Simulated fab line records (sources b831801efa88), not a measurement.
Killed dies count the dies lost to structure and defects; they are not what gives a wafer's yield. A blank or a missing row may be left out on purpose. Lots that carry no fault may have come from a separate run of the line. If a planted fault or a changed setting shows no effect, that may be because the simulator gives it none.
One fault through the eyes of 2 desks / flow gf180mcu / every desk sees just its own numbers, and what lay behind them comes last

== FOR THE TOOL OWNER'S DESK: krf_scanner-01 ==
The tool's own readings at GF_CONTACT_EXPOSE_11 (exposes mask Contact, target cd 220 nm): means of the sampled wafers that have a number, for each lot that ran on this tool. The brackets show how far a lot's mean lies from the usual mean; more than 4 standard deviations puts the lot out of limits, marked OUT.
Columns: A = exposure_dose_mJ_cm2 at GF_CONTACT_EXPOSE_11, usual 37.98
lot=L450; first seen here=day 16 10:37; A=38.02
lot=L452; first seen here=day 17 05:19; A=37.97
lot=L455; first seen here=day 18 15:37; A=38.07
lot=L460; first seen here=day 20 01:55; A=37.97
lot=L463; first seen here=day 21 06:55; A=38.40 (+11) OUT
This desk's verdict: out of limits on L463, starting with L463 at day 21 06:55 (exposure_dose_mJ_cm2 at GF_CONTACT_EXPOSE_11). L450, L452, L455, L460 stayed within limits.

== THE METROLOGY DESK ==
What the gauges read for every lot (on any tool): the sampled wafers with a number, averaged. The brackets show how far a lot's mean lies from the usual mean; more than 4 standard deviations puts the lot out of limits, marked OUT.
Columns: A = cd_nm at GF_CONTACT_CD_MEAS_14, usual 220.3 nm; B = CONTACT_W_RS at GF_CONTACT_RS_MEAS_25, usual 0.382 ohm/sq; C = M1_ALCU_THK at GF_M1_THK_MEAS_06, usual 455 nm
lot=L450; first seen here=day 16 21:50; A=221.1; B=0.390; C=458
lot=L452; first seen here=day 17 16:44; A=220.1; B=0.384; C=454
lot=L454; first seen here=day 18 10:11; A=220.7; B=0.379; C=448
lot=L455; first seen here=day 19 03:58; A=221.0; B=0.381; C=465
lot=L456; first seen here=day 19 10:16; A=220.0; B=0.371; C=456
lot=L457; first seen here=day 19 18:58; A=219.7; B=0.379; C=458
lot=L458; first seen here=day 19 22:08; A=222.1; B=0.380; C=453
lot=L460; first seen here=day 20 14:08; A=218.9; B=0.376; C=457
lot=L462; first seen here=day 21 09:44; A=223.2; B=0.387; C=458
lot=L463; first seen here=day 21 18:52; A=210.4 (-6.6) OUT; B=0.374; C=447
lot=L464; first seen here=day 22 00:17; A=220.1; B=0.385; C=459
lot=L471; first seen here=day 24 09:38; A=220.9; B=0.385; C=459
This desk's verdict: out of limits on L463, starting with L463 at day 21 18:52 (cd_nm at GF_CONTACT_CD_MEAS_14). L450, L452, L454, L455, L456, L457, L458, L460, L462, L464, L471 stayed within limits.

== BROUGHT TOGETHER ==
At day 21 06:55, on L463, the tool owner's desk was in a position to raise an alarm.
The metrology desk could have raised an alarm at day 21 18:52, on L463.
Every lot named ran GF_CONTACT_EXPOSE_11 on krf_scanner-01.

== WHAT THE SIMULATOR HAD INSERTED ==
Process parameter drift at GF_CONTACT_EXPOSE_11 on krf_scanner-01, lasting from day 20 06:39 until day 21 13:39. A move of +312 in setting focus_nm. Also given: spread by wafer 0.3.
Struck lots among those shown: L463.
Fault start to first reading out of limits, in hours, per desk: tool owner, 24; metrology, 36.
